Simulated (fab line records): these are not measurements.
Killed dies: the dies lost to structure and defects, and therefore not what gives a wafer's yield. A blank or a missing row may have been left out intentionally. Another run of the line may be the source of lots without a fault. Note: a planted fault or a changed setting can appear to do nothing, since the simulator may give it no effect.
The tool behind it: which one? :: flow gf180mcu :: 24 lots with 72 wafers sampled at 4 steps, on a route of 602 steps

== WHAT EACH GAUGE READ, for each wafer ==
GF_V1_OVL_MEAS_15. Usual: V1_OVL gives 2 nm (standard deviation 6.5).
lot: L074
measured: day 18 03:18
on: overlay-01
V1_OVL (nm): 5 4 1
flag: 

lot: L075
measured: day 18 11:21
on: overlay-02
V1_OVL (nm): -2 0 4
flag: 

lot: L076
measured: day 18 21:38
on: overlay-01
V1_OVL (nm): 3 6 -1
flag: 

lot: L077
measured: day 19 03:10
on: overlay-01
V1_OVL (nm): -6 -6 -3
flag: 

lot: L078
measured: day 19 22:20
on: overlay-02
V1_OVL (nm): 9 10 11
flag: 

lot: L079
measured: day 19 22:30
on: overlay-01
V1_OVL (nm): 13 5 5
flag: 

lot: L080
measured: day 20 10:27
on: overlay-01
V1_OVL (nm): 12 11 15
flag: 

lot: L081
measured: day 20 20:47
on: overlay-01
V1_OVL (nm): -11 -5 5
flag: 

lot: L082
measured: day 21 03:50
on: overlay-01
V1_OVL (nm): 6 5 4
flag: 

lot: L083
measured: day 21 12:04
on: overlay-02
V1_OVL (nm): -3 9 5
flag: 

lot: L084
measured: day 21 19:12
on: overlay-02
V1_OVL (nm): -7 -1 -3
flag: 

lot: L085
measured: day 22 03:59
on: overlay-02
V1_OVL (nm): 11 14 9
flag: 

lot: L086
measured: day 22 15:30
on: overlay-01
V1_OVL (nm): 5 11 4
flag: 

lot: L087
measured: day 22 22:47
on: overlay-01
V1_OVL (nm): 6 3 -4
flag: 

lot: L088
measured: day 23 06:30
on: overlay-01
V1_OVL (nm): 11 2 7
flag: 

lot: L089
measured: day 24 05:23
on: overlay-01
V1_OVL (nm): 0 4 0
flag: 

lot: L090
measured: day 24 06:40
on: overlay-01
V1_OVL (nm): 5 5 6
flag: 

lot: L091
measured: day 24 21:47
on: overlay-01
V1_OVL (nm): -4 -5 -8
flag: 

lot: L092
measured: day 24 21:57
on: overlay-01
V1_OVL (nm): -11 -7 -12
flag: 

lot: L093
measured: day 25 12:46
on: overlay-02
V1_OVL (nm): -1 -7 1
flag: 

lot: L094
measured: day 25 14:19
on: overlay-01
V1_OVL (nm): 7 9 9
flag: 

lot: L095
measured: day 25 21:53
on: overlay-01
V1_OVL (nm): -3 -2 -3
flag: 

lot: L096
measured: day 26 00:42
on: overlay-02
V1_OVL (nm): 0 -6 -3
flag: 

lot: L097
measured: day 26 12:32
on: overlay-01
V1_OVL (nm): -4 -10 -8
flag: 

GF_V5_OVL_MEAS_15. Usual: V5_OVL gives 0 nm (standard deviation 5.8).
lot: L074
measured: day 27 05:22
on: overlay-01
V5_OVL (nm): -4 -5 -4
flag: 

lot: L075
measured: day 27 11:43
on: overlay-01
V5_OVL (nm): -7 0 -7
flag: 

lot: L076
measured: day 27 20:13
on: overlay-01
V5_OVL (nm): 5 -1 3
flag: 

lot: L077
measured: day 27 23:50
on: overlay-01
V5_OVL (nm): -2 2 4
flag: 

lot: L078
measured: day 28 15:38
on: overlay-02
V5_OVL (nm): -4 0 -7
flag: 

lot: L079
measured: day 28 16:49
on: overlay-01
V5_OVL (nm): -12 -6 -2
flag: 

lot: L080
measured: day 28 23:46
on: overlay-01
V5_OVL (nm): -14 -11 -2
flag: 

lot: L081
measured: day 29 13:19
on: overlay-01
V5_OVL (nm): -1 -6 -9
flag: 

lot: L082
measured: day 29 16:19
on: overlay-02
V5_OVL (nm): 5 2 10
flag: 

lot: L083
measured: day 29 21:38
on: overlay-02
V5_OVL (nm): 0 12 9
flag: 

lot: L084
measured: day 30 04:13
on: overlay-01
V5_OVL (nm): -1 3 5
flag: 

lot: L085
measured: day 30 12:18
on: overlay-02
V5_OVL (nm): 1 0 -5
flag: 

lot: L086
measured: day 31 01:46
on: overlay-02
V5_OVL (nm): -9 3 -11
flag: 

lot: L087
measured: day 31 01:54
on: overlay-01
V5_OVL (nm): 9 9 11
flag: 

lot: L088
measured: day 31 06:06
on: overlay-02
V5_OVL (nm): 5 5 9
flag: 

lot: L089
measured: day 32 02:20
on: overlay-01
V5_OVL (nm): 7 10 2
flag: 

lot: L090
measured: day 32 04:10
on: overlay-02
V5_OVL (nm): 0 0 -10
flag: 

lot: L091
measured: day 32 14:04
on: overlay-01
V5_OVL (nm): 6 -3 4
flag: 

lot: L092
measured: day 32 16:25
on: overlay-02
V5_OVL (nm): -8 2 -2
flag: 

lot: L093
measured: day 33 00:31
on: overlay-01
V5_OVL (nm): -8 -7 -3
flag: 

lot: L094
measured: day 33 02:19
on: overlay-02
V5_OVL (nm): 3 1 3
flag: 

lot: L095
measured: day 33 08:34
on: overlay-01
V5_OVL (nm): 2 -6 6
flag: 

lot: L096
measured: day 33 11:19
on: overlay-01
V5_OVL (nm): -2 -3 -4
flag: 

lot: L097
measured: day 33 18:27
on: overlay-01
V5_OVL (nm): -2 -4 -7
flag: 

== TOOL THAT RAN EACH LOT (tool first, then ch and the chambers of the sampled wafers, then the start) ==
lot: L074
GF_SAB_ETCH_11: rie-diel-04 ch 1,2, day 15 04:57
GF_V1_CVD_02: pecvd-02 ch 0,1,2, day 17 04:21

lot: L075
GF_SAB_ETCH_11: rie-diel-02 ch 0,1,3, day 15 12:36
GF_V1_CVD_02: pecvd-04 ch 0,2, day 17 11:55

lot: L076
GF_SAB_ETCH_11: rie-diel-02 ch 0,1,2, day 15 21:28
GF_V1_CVD_02: pecvd-02 ch 0,1,2, day 17 21:20

lot: L077
GF_SAB_ETCH_11: rie-diel-03 ch 0,1, day 16 02:59
GF_V1_CVD_02: pecvd-04 ch 0,1,2, day 18 02:50

lot: L078
GF_SAB_ETCH_11: rie-diel-02 ch 0,1,2, day 16 19:45
GF_V1_CVD_02: pecvd-04 ch 0,2, day 18 21:14

lot: L079
GF_SAB_ETCH_11: rie-diel-04 ch 0,1, day 16 19:53
GF_V1_CVD_02: pecvd-02 ch 1,2, day 18 21:31

lot: L080
GF_SAB_ETCH_11: rie-diel-03 ch 0,1,2, day 17 07:27
GF_V1_CVD_02: pecvd-04 ch 0,1,2, day 19 10:03

lot: L081
GF_SAB_ETCH_11: rie-diel-03 ch 1,2,3, day 17 16:25
GF_V1_CVD_02: pecvd-02 ch 0,1,2, day 19 19:52

lot: L082
GF_SAB_ETCH_11: rie-diel-04 ch 0,1,2, day 17 23:17
GF_V1_CVD_02: pecvd-02 ch 0,1,2, day 20 03:29

lot: L083
GF_SAB_ETCH_11: rie-diel-04 ch 0,2,3, day 18 08:33
GF_V1_CVD_02: pecvd-02 ch 0,2, day 20 12:01

lot: L084
GF_SAB_ETCH_11: rie-diel-04 ch 1,2, day 18 14:35
GF_V1_CVD_02: pecvd-01 ch 1,2, day 20 18:45

lot: L085
GF_SAB_ETCH_11: rie-diel-03 ch 1,2,3, day 18 23:56
GF_V1_CVD_02: pecvd-01 ch 0,2, day 21 04:21

lot: L086
GF_SAB_ETCH_11: rie-diel-03 ch 0,3, day 19 11:23
GF_V1_CVD_02: pecvd-02 ch 0,1, day 21 15:49

lot: L087
GF_SAB_ETCH_11: rie-diel-03 ch 0,2,3, day 19 16:45
GF_V1_CVD_02: pecvd-04 ch 0,1,2, day 21 22:16

lot: L088
GF_SAB_ETCH_11: rie-diel-04 ch 0,1,3, day 20 03:36
GF_V1_CVD_02: pecvd-01 ch 1,2, day 22 07:07

lot: L089
GF_SAB_ETCH_11: rie-diel-02 ch 2,3, day 21 03:51
GF_V1_CVD_02: pecvd-02 ch 0,1,2, day 23 06:01

lot: L090
GF_SAB_ETCH_11: rie-diel-04 ch 0,1,3, day 21 04:29
GF_V1_CVD_02: pecvd-04 ch 0,1,2, day 23 07:53

lot: L091
GF_SAB_ETCH_11: rie-diel-04 ch 1,2, day 21 20:09
GF_V1_CVD_02: pecvd-01 ch 0,2, day 23 22:22

lot: L092
GF_SAB_ETCH_11: rie-diel-02 ch 0,3, day 21 21:34
GF_V1_CVD_02: pecvd-02 ch 0,1, day 23 23:44

lot: L093
GF_SAB_ETCH_11: rie-diel-04 ch 0,2, day 22 13:35
GF_V1_CVD_02: pecvd-04 ch 1,2, day 24 14:54

lot: L094
GF_SAB_ETCH_11: rie-diel-02 ch 1,2, day 22 14:52
GF_V1_CVD_02: pecvd-01 ch 0,1, day 24 16:12

lot: L095
GF_SAB_ETCH_11: rie-diel-02 ch 0,2,3, day 23 00:57
GF_V1_CVD_02: pecvd-04 ch 0,1,2, day 24 23:50

lot: L096
GF_SAB_ETCH_11: rie-diel-04 ch 0,1,3, day 23 01:55
GF_V1_CVD_02: pecvd-01 ch 1,2, day 25 02:25

lot: L097
GF_SAB_ETCH_11: rie-diel-03 ch 0,2,3, day 23 15:14
GF_V1_CVD_02: pecvd-04 ch 0,2, day 25 14:40
- GF_SAB_ETCH_11: etches SiO2 in C4F8/O2/Ar, target depth 55 nm, time 8.5 s.
- GF_V1_CVD_02: deposits SiO2 from TEOS, target thk 850 nm, time 94.851 s.

== AS READ BY THE TOOLS THEMSELVES (means over the sampled wafers that have a number; for cases with no such wafer, the mark the record gives instead) ==
GF_SAB_ETCH_11. Usual: oes-product-au reads 1.002 a.u. (standard deviation 0.0086).
lot: L074
tool: rie-diel-04
oes-product-au (a.u.): 0.995
flag: 

lot: L075
tool: rie-diel-02
oes-product-au (a.u.): 1.003
flag: 

lot: L076
tool: rie-diel-02
oes-product-au (a.u.): 1.007
flag: 

lot: L077
tool: rie-diel-03
oes-product-au (a.u.): 1.000
flag: 

lot: L078
tool: rie-diel-02
oes-product-au (a.u.): 1.008
flag: 

lot: L079
tool: rie-diel-04
oes-product-au (a.u.): 1.007
flag: 

lot: L080
tool: rie-diel-03
oes-product-au (a.u.): 1.000
flag: 

lot: L081
tool: rie-diel-03
oes-product-au (a.u.): 1.000
flag: 

lot: L082
tool: rie-diel-04
oes-product-au (a.u.): 0.999
flag: 

lot: L083
tool: rie-diel-04
oes-product-au (a.u.): 1.007
flag: 

lot: L084
tool: rie-diel-04
oes-product-au (a.u.): 0.997
flag: 

lot: L085
tool: rie-diel-03
oes-product-au (a.u.): 1.007
flag: 

lot: L086
tool: rie-diel-03
oes-product-au (a.u.): 0.996
flag: 

lot: L087
tool: rie-diel-03
oes-product-au (a.u.): 1.002
flag: 

lot: L088
tool: rie-diel-04
oes-product-au (a.u.): 1.007
flag: 

lot: L089
tool: rie-diel-02
oes-product-au (a.u.): 0.997
flag: 

lot: L090
tool: rie-diel-04
oes-product-au (a.u.): 1.014
flag: 

lot: L091
tool: rie-diel-04
oes-product-au (a.u.): 0.997
flag: 

lot: L092
tool: rie-diel-02
oes-product-au (a.u.): 0.995
flag: 

lot: L093
tool: rie-diel-04
oes-product-au (a.u.): 0.996
flag: 

lot: L094
tool: rie-diel-02
oes-product-au (a.u.): 0.997
flag: 

lot: L095
tool: rie-diel-02
oes-product-au (a.u.): 1.002
flag: 

lot: L096
tool: rie-diel-04
oes-product-au (a.u.): 0.992
flag: 

lot: L097
tool: rie-diel-03
oes-product-au (a.u.): 1.004
flag: 

GF_V1_CVD_02. Usual: heater-power-w 634 W, standard deviation 110; susceptor-temp-C 399.99 C, standard deviation 0.21.
lot: L074
tool: pecvd-02
heater-power-w (W): 674
susceptor-temp-C (C): 400.16
flag: 

lot: L075
tool: pecvd-04
heater-power-w (W): 630
susceptor-temp-C (C): 400.11
flag: 

lot: L076
tool: pecvd-02
heater-power-w (W): 650
susceptor-temp-C (C): 400.12
flag: 

lot: L077
tool: pecvd-04
heater-power-w (W): 602
susceptor-temp-C (C): 399.90
flag: 

lot: L078
tool: pecvd-04
heater-power-w (W): 647
susceptor-temp-C (C): 399.93
flag: 

lot: L079
tool: pecvd-02
heater-power-w (W): 563
susceptor-temp-C (C): 400.34
flag: 

lot: L080
tool: pecvd-04
heater-power-w (W): 541
susceptor-temp-C (C): 400.06
flag: 

lot: L081
tool: pecvd-02
heater-power-w (W): 624
susceptor-temp-C (C): 400.11
flag: 

lot: L082
tool: pecvd-02
heater-power-w (W): 642
susceptor-temp-C (C): 400.16
flag: 

lot: L083
tool: pecvd-02
heater-power-w (W): 669
susceptor-temp-C (C): 399.85
flag: 

lot: L084
tool: pecvd-01
heater-power-w (W): 733
susceptor-temp-C (C): 399.92
flag: 

lot: L085
tool: pecvd-01
heater-power-w (W): 683
susceptor-temp-C (C): 399.90
flag: 

lot: L086
tool: pecvd-02
heater-power-w (W): 649
susceptor-temp-C (C): 399.94
flag: 

lot: L087
tool: pecvd-04
heater-power-w (W): 600
susceptor-temp-C (C): 399.98
flag: 

lot: L088
tool: pecvd-01
heater-power-w (W): 721
susceptor-temp-C (C): 399.94
flag: 

lot: L089
tool: pecvd-02
heater-power-w (W): 628
susceptor-temp-C (C): 399.94
flag: 

lot: L090
tool: pecvd-04
heater-power-w (W): 532
susceptor-temp-C (C): 400.06
flag: 

lot: L091
tool: pecvd-01
heater-power-w (W): 681
susceptor-temp-C (C): 399.85
flag: 

lot: L092
tool: pecvd-02
heater-power-w (W): 683
susceptor-temp-C (C): 400.07
flag: 

lot: L093
tool: pecvd-04
heater-power-w (W): 631
susceptor-temp-C (C): 399.94
flag: 

lot: L094
tool: pecvd-01
heater-power-w (W): 718
susceptor-temp-C (C): 399.99
flag: 

lot: L095
tool: pecvd-04
heater-power-w (W): 558
susceptor-temp-C (C): 399.85
flag: 

lot: L096
tool: pecvd-01
heater-power-w (W): 641
susceptor-temp-C (C): 399.71
flag: 

lot: L097
tool: pecvd-04
heater-power-w (W): 661
susceptor-temp-C (C): 400.05
flag: 

== THE ANSWER, worked out from the rows above alone ==
Rule: lot off if the mean of its wafers having a number is beyond 3 standard deviations from the usual mean. Also off: a lot with no number at a reading for which 4 or more lots have one. The other lots that the step has rows for count as sound. After the gauges, taken in route order, come the tools' own readings; for these a lot's mean is taken, as printed above. At the first step where some lot is off, the reading lying furthest off is the one used; lots without a number count as furthest.
No lot is off on any of the readings shown, so nothing can be concluded from this.

== WHAT THE SIMULATOR HAD INSERTED ==
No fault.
